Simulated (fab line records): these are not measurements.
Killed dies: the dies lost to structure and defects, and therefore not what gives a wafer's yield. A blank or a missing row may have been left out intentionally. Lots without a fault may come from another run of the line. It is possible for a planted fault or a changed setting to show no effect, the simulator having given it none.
Which tool is to blame?    flow gf180mcu    Sampling: 13 lots, 39 wafers, 6 of 602 route steps

WHAT EACH GAUGE READ, for each wafer
GF_STI_THK_MEAS_04.
lot   measured     on             STI_CVD_03_THK (nm)
L657  day 1 13:35  film_metro-01  206.1 206.6 206.7
L658  day 1 18:34  film_metro-02  206.7 207.7 207.1
L659  day 1 23:57  film_metro-04  206.8 207.4 208.1
L660  day 2 04:34  film_metro-01  208.3 206.1 207.8
L662  day 2 14:34  film_metro-04  208.4 209.5 211.3
L663  day 2 19:34  film_metro-04  207.3 207.1 209.6
L664  day 3 00:41  film_metro-04  210.1 208.6 210.1
L666  day 3 11:33  film_metro-04  209.3 208.0 206.6
L667  day 3 15:50  film_metro-02  203.4 204.1 206.4
L676  day 5 12:34  film_metro-02  207.6 208.1 205.3
L678  day 5 23:49  film_metro-04  208.1 208.9 206.8
L679  day 6 04:31  film_metro-02  207.3 209.4 210.4
L680  day 6 08:34  film_metro-01  210.3 209.8 210.3

GF_MVPSD_OVL_MEAS_07.
lot   measured      on          MVPSD_OVL (nm)
L657  day 5 01:41   overlay-01  0.4 -0.4 0.6
L658  day 5 07:26   overlay-01  -3.3 -1.6 -3.3
L659  day 5 14:51   overlay-01  1.2 2.5 3.7
L660  day 5 16:29   overlay-01  1.2 1.4 0.4
L662  day 6 05:12   overlay-01  0.9 -0.5 -0.1
L663  day 6 11:26   overlay-02  -0.3 1.1 1.9
L664  day 6 17:12   overlay-02  0.4 -0.9 -1.2
L666  day 7 08:02   overlay-01  -2.0 -1.8 -0.2
L667  day 7 13:09   overlay-01  - - -
L676  day 9 16:20   overlay-01  -0.8 -1.1 -0.7
L678  day 10 06:55  overlay-02  -1.0 -2.5 -1.0
L679  day 10 17:35  overlay-02  0.3 -0.6 1.2
L680  day 10 16:53  overlay-01  1.6 2.2 -0.2

GF_MVPSD_TW_MEAS_11.
lot   measured      on             MVPSD_TW
L657  day 5 02:08   film_metro-03  563 563 565
L658  day 5 07:52   film_metro-02  548 549 550
L659  day 5 15:18   film_metro-03  563 566 564
L660  day 5 16:55   film_metro-01  557 558 558
L662  day 6 05:38   film_metro-03  568 566 565
L663  day 6 11:52   film_metro-02  549 551 547
L664  day 6 17:38   film_metro-02  551 552 547
L666  day 7 08:28   film_metro-03  572 573 572
L667  day 7 13:39   film_metro-02  30 30 30
L676  day 9 16:47   film_metro-01  556 557 556
L678  day 10 07:22  film_metro-02  548 549 551
L679  day 10 18:01  film_metro-02  552 549 548
L680  day 10 17:19  film_metro-03  569 568 565

GF_VT_IMPLANT_RS_MEAS_48: measures by four-point-probe.
lot   measured      on             LVPWELL_RS (ohm/sq)
L657  day 7 13:51   film_metro-03  1196.0 1195.2 1195.0
L658  day 7 21:16   film_metro-03  1194.7 1197.7 1194.1
L659  day 8 04:39   film_metro-01  1201.0 1197.5 1195.8
L660  day 8 06:44   film_metro-02  1191.2 1192.8 1193.6
L662  day 8 22:08   film_metro-02  1194.3 1196.6 1198.3
L663  day 9 03:56   film_metro-03  1199.1 1199.7 1201.1
L664  day 9 11:05   film_metro-01  1191.8 1189.6 1195.7
L666  day 10 03:40  film_metro-01  1195.4 1199.0 1198.0
L667  day 10 09:00  film_metro-03  1196.7 1194.4 1198.0
L676  day 12 19:59  film_metro-03  1195.0 1193.8 1196.8
L678  day 13 11:04  film_metro-02  1194.9 1195.3 1197.7
L679  day 14 00:07  film_metro-03  1195.5 1194.4 1192.4
L680  day 13 23:25  film_metro-02  1198.6 1198.6 1199.9

GF_HV_LDD_OVL_MEAS_20.
lot   measured      on          HV_LDD_01_OVL (nm)
L657  day 10 18:01  overlay-01  0.7 0.7 1.4
L658  day 11 01:19  overlay-01  3.1 3.8 1.8
L659  day 11 10:36  overlay-01  3.3 2.0 2.6
L660  day 11 13:11  overlay-02  1.1 3.2 3.7
L662  day 12 08:30  overlay-02  2.0 0.5 2.4
L663  day 12 13:09  overlay-02  1.4 2.4 1.9
L664  day 12 21:13  overlay-02  4.0 2.4 3.0
L666  day 13 14:59  overlay-02  0.0 -0.1 -1.7
L667  day 13 23:13  overlay-02  4.2 4.7 5.1
L676  day 16 17:10  overlay-01  1.6 1.7 1.7
L678  day 17 09:20  overlay-01  0.6 -1.2 1.8
L679  day 18 02:16  overlay-01  0.5 -0.5 -0.4
L680  day 17 22:23  overlay-01  1.4 1.9 3.0

WHICH TOOL RAN EACH LOT (tool, then ch and the chambers of the sampled wafers, then the start)
lot   GF_MVPSD_EXPOSE_04
L657  iline_stepper-01 ch 0, day 4 18:23
L658  iline_stepper-01 ch 0, day 5 00:56
L659  iline_stepper-01 ch 0, day 5 07:41
L660  iline_stepper-01 ch 0, day 5 09:01
L662  iline_stepper-02 ch 0, day 5 22:41
L663  iline_stepper-02 ch 0, day 6 03:52
L664  iline_stepper-02 ch 0, day 6 10:13
L666  iline_stepper-02 ch 0, day 7 00:20
L667  iline_stepper-02 ch 0, day 7 05:35
L676  iline_stepper-02 ch 0, day 9 07:44
L678  iline_stepper-01 ch 0, day 9 22:38
L679  iline_stepper-02 ch 0, day 10 08:31
L680  iline_stepper-01 ch 0, day 10 08:02
- GF_MVPSD_EXPOSE_04: exposes mask MVPSD, target cd 1000 nm.

WHAT THE TOOLS THEMSELVES READ (means of the sampled wafers that have a number; where no wafer has one, the mark that the record gives instead)
The record holds no such reading with a usual standard deviation.

THE ANSWER, worked out from the rows above alone
Rule: the usual values come from the lots themselves. The widest of any qualifying gaps counts: lots, ordered by their means at a reading, are off when they make up no more than a third of the lots, leave a main group of 4 or more, and stand apart from it by 3 or more times the standard deviation of that group's means. If all means in a main group match to the digits the tables above print for the reading, that group is not used. A lot without any number at a reading at which 4 lots or more have one is off too. Where the step has rows for the other lots, those lots are counted as sound. First the gauges in route order, then the tools' own readings, where a lot's mean is used as printed above. At the first step where some lot is off, the reading lying furthest off is the one used; lots without a number count as furthest.
Off: at GF_MVPSD_OVL_MEAS_07 (MVPSD_OVL), L667. Without a number there: L667. For the main group the mean is -0.1 nm and the standard deviation 1.4.
A tool fits if, at a process step before that reading, it ran every lot that is off, and no sound lot after the first of them. Not tried: the gauges at GF_MVPSD_OVL_MEAS_07; whatever is off there is also off at GF_MVPSD_TW_MEAS_11, on other tools, and gauge error can't account for it. Of those tried, none fits.

WHAT THE SIMULATOR HAD PUT IN
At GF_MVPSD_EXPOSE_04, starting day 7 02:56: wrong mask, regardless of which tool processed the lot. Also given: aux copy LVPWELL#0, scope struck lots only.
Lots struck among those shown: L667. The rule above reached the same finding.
